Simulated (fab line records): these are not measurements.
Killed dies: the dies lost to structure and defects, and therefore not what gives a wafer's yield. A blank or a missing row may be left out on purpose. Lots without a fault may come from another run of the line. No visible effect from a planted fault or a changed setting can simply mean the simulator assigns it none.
Chamber matching || flow gf180mcu || GF_HV_LDD_ETCHBACK_58 on rie-diel-01: 4 sister chambers
The step etches Si3N4 in CH3F/O2, stops on SiO2, time 100 s, target depth 90 nm. 4 wafers are shown with their chamber, then 7 later ones without.

EACH WAFER AND ITS CHAMBER
{"wafer": "L957.1", "chamber": 0, "ch3f-flow-sccm (sccm)": 39.89}
{"wafer": "L957.3", "chamber": 3, "ch3f-flow-sccm (sccm)": 39.95}
{"wafer": "L960.1", "chamber": 1, "ch3f-flow-sccm (sccm)": 40.15}
{"wafer": "L960.2", "chamber": 2, "ch3f-flow-sccm (sccm)": 40.09}

WAFERS MISSING THEIR CHAMBER
{"wafer": "L960.6", "ch3f-flow-sccm (sccm)": 40.08}
{"wafer": "L962.1", "ch3f-flow-sccm (sccm)": 40.03}
{"wafer": "L962.4", "ch3f-flow-sccm (sccm)": 39.97}
{"wafer": "L962.5", "ch3f-flow-sccm (sccm)": 39.89}
{"wafer": "L963.1", "ch3f-flow-sccm (sccm)": 39.90}
{"wafer": "L963.2", "ch3f-flow-sccm (sccm)": 39.90}
{"wafer": "L963.5", "ch3f-flow-sccm (sccm)": 39.99}

CHAMBER TAKEN BY EACH
{"wafer": "L960.6", "from the rows above": 2, "in truth": 2}
{"wafer": "L962.1", "from the rows above": "can't be placed: 2 or 3", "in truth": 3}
{"wafer": "L962.4", "from the rows above": 3, "in truth": 3}
{"wafer": "L962.5", "from the rows above": 0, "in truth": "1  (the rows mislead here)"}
{"wafer": "L963.1", "from the rows above": "can't be placed: 0 or 3", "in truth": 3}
{"wafer": "L963.2", "from the rows above": "can't be placed: 0 or 3", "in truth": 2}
{"wafer": "L963.5", "from the rows above": 3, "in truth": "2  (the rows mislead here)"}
Placed correctly: 2 of 7. Cannot be placed on the basis of these rows: 3; the candidates contain the true chamber in 2. 2 placed wrongly.
How it was worked out, from the rows above alone: a wafer's distance from a chamber is the root of the sum, over the readings, of the square of ((its reading less the chamber's mean) divided by the reading's scatter). The wafer belongs to the nearest chamber; if the next one is less than 2 further off, it can't be placed. Each chamber's mean is taken over the wafers shown for it. The scatter (one wafer shown for each chamber): square how far every hidden wafer sits from the nearest shown wafer, average those squares and take the square root.
